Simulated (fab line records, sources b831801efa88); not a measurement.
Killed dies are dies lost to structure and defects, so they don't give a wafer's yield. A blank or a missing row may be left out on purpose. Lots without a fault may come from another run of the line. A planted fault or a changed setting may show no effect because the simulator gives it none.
A struck lot beside a sound one | flow sky130 | 12 steps out of a route of 708
Sound: wafers L625.2, L625.5, L625.6. Struck: wafers L638.2, L638.3, L638.5. The cause comes at the end.
At each step with rows: each side's tool, then ch and its chambers, then its first start. Under that, the readings that differ: sound wafers | struck wafers | difference of the means | sigmas: that difference in standard deviations of wafers without a fault.
alike: readings whose means differ by less than 2 such deviations, and words and numbers that are the same on both sides. not compared: withheld readings, readings that some wafer has no value for, bounds like >300 that may hide the same value, and numbers for which the record gives no deviation and whose values overlap.
The two part at a step that has a row with sigmas, a row that says differs or no value, or rows on one side only. Numbers that don't overlap but have no deviation are shown without sigmas and don't part them. A reading that every wafer of one side lacks parts them only if that side has two wafers or more.

SKY_FIELD_ISO_BOW_MEAS_00:
  sound on film_metro-02, day 1 20:01; struck on film_metro-04, day 4 13:01
  alike: INCOMING_BOW
then, 1 step without rows for these wafers: SKY_FIELD_ISO_OXIDATION_01 (stabilise 600 s, purge 300 s, target thk 12 nm).
SKY_FIELD_ISO_THK_MEAS_02:
  sound on film_metro-04, day 1 21:38; struck on film_metro-03, day 4 14:38
  alike: FIELD_ISO_OXIDATION_00_THK
then, 1 step without rows for these wafers: SKY_FIELD_ISO_CVD_03 (deposits Si3N4 from DCS/NH3, target thk 165 nm, time 2830 s).
SKY_FIELD_ISO_THK_MEAS_04:
  sound on film_metro-04, day 2 01:45; struck on film_metro-03, day 4 16:52
  alike: FIELD_ISO_CVD_03_THK
then, 5 steps without rows for these wafers: SKY_FIELD_ISO_DEHYDRATE_05 (time 60 s); SKY_FIELD_ISO_HMDS_06 (prime time 60 s); SKY_FIELD_ISO_COAT_07 (resist thk 60 nm); SKY_FIELD_ISO_COAT_08 (resist thk 450 nm); SKY_FIELD_ISO_SOFTBAKE_09 (time 90 s).
SKY_FIELD_ISO_EXPOSE_10: exposes mask FOM, target cd 150 nm.
  sound on krf_scanner-01 ch 0, day 2 09:38; struck on krf_scanner-01, day 5 02:08
  no value came back on the struck wafers for exposure_dose_mJ_cm2, focus_offset_nm (nm), na, reticle_temp_C (C); on the sound wafers exposure_dose_mJ_cm2 reads 27.979 27.991 27.964
  alike: mask
then, 1 step without rows for these wafers: SKY_FIELD_ISO_PEB_11.

WHERE THEY PART
Only at SKY_FIELD_ISO_EXPOSE_10, within this record.

WHY: what the simulator had put in
Skipped step whole: krf_scanner-01, from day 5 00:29 on, at SKY_FIELD_ISO_EXPOSE_10. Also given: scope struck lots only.
